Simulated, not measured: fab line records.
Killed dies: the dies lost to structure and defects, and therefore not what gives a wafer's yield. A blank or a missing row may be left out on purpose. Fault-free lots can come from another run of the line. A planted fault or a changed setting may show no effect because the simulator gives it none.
A struck lot beside a sound one :: flow sky130 :: 14 out of 708 route steps
Sound: these wafers, L607.2, L607.4, L607.5. Struck: wafers L615.2, L615.4, L615.5. Last of all comes the cause.
At each step with rows: each side's tool, then ch and its chambers, then its first start. Under that, the readings that differ: sound wafers :: struck wafers :: difference of the means :: sigmas: that difference in standard deviations of wafers without a fault.
alike: readings with means less than 2 such deviations apart, plus words and numbers identical on both sides. not compared: withheld readings, readings lacking a value on some wafer, bounds such as >300 that could conceal the same value, and numbers that have no deviation in the record and whose values overlap.
The two part at a step that has a row with sigmas, a row that says differs or no value, or rows on one side only. Numbers that don't overlap but have no deviation are shown without sigmas and don't part them. A reading that every wafer of one side lacks parts them only if that side has two wafers or more.

SKY_NWELL_OVL_MEAS_23:
  sound on overlay-02, day 6 23:20; struck on overlay-01, day 8 20:08
  alike: NWELL_01_OVL
following that, these wafers have no rows for 1 step: SKY_NWELL_IMPLANT_24.
SKY_NWELL_STRIP_25: strips in O2/N2.
  sound on plasma-asher-03 ch 0,1, day 6 23:31; struck on plasma-asher-03 ch 0,1, day 8 20:19
  alike: drypump-motor-current-A, oes-product-au, strip-time-to-endpoint-s
  not compared: rf-hours-counter-h
SKY_NWELL_TW_MEAS_26:
  sound on film-metro-04, day 6 23:38; struck on film-metro-02, day 8 20:26
reading: NWELL_2_TW
sound: 495.6 497.7 495.5
struck: 502.8 504.1 503.2
difference: +7.1
sigmas: +3
then, 1 step without rows for these wafers: SKY_NWELL_CLEAN_27 (cleans in SC1/SC2, time 150 s).
SKY_NWELL_RTA_28: time 30 s.
  sound on rtp-anneal-02 ch 0, day 6 23:44; struck on rtp-anneal-01 ch 0, day 8 20:34
  alike: lamp-power-pct, wafer_temp_C_max
SKY_NWELL_RS_MEAS_29: the measuring method here is four-point-probe.
  sound on film-metro-02, day 6 23:51; struck on film-metro-04, day 8 20:45
  alike: NWELL_RS
SKY_NWELL_RS_MEAS_31: the measuring method here is four-point-probe.
  sound on film-metro-02, day 7 00:05; struck on film-metro-04, day 8 20:59
  alike: PWDE_RS
then, 3 steps without rows for these wafers: SKY_VT_ADJUST_HVTP_DEHYDRATE_00 (time 60 s); SKY_VT_ADJUST_HVTP_HMDS_01 (prime time 60 s); SKY_VT_ADJUST_HVTP_COAT_02 (resist thk 1140 nm).
SKY_VT_ADJUST_HVTP_SOFTBAKE_03: time 60 s.
  sound on litho-track-02 ch 0, day 7 09:34; struck on litho-track-04 ch 0, day 9 08:12
reading: run-length-s (s)
sound: 88.9 89.0 89.0
struck: 99.6 99.7 99.7
difference: +10.7
sigmas: +33
  alike: resist-line-temp-C
then, 1 step without rows for these wafers: SKY_VT_ADJUST_HVTP_EXPOSE_04 (exposes mask HVTPM, target cd 380 nm).
-- record jumps: 41 days separate the struck wafers' starts on either side; left off in module VT_ADJUST_HVTP, taken up again in module PAD_OPEN, whose first shown step is the route's number 708 --
SKY_PAD_OPEN_PROBE_99:
  sound on prober-02, day 48 00:41; struck on prober-02, day 49 20:55
  alike: killed_at_M0_to_M3, killed_at_M4_up, killed-at-contacts, killed-at-front-end, killed-at-other, killed-dies, killed-open, killed-short

== WHERE THEY PART ==
Earliest at SKY_NWELL_TW_MEAS_26; latest, in this record, at SKY_VT_ADJUST_HVTP_SOFTBAKE_03. Later steps at which nothing parts them and some readings are alike: SKY_PAD_OPEN_PROBE_99.

WHY: what had been put in by the simulator
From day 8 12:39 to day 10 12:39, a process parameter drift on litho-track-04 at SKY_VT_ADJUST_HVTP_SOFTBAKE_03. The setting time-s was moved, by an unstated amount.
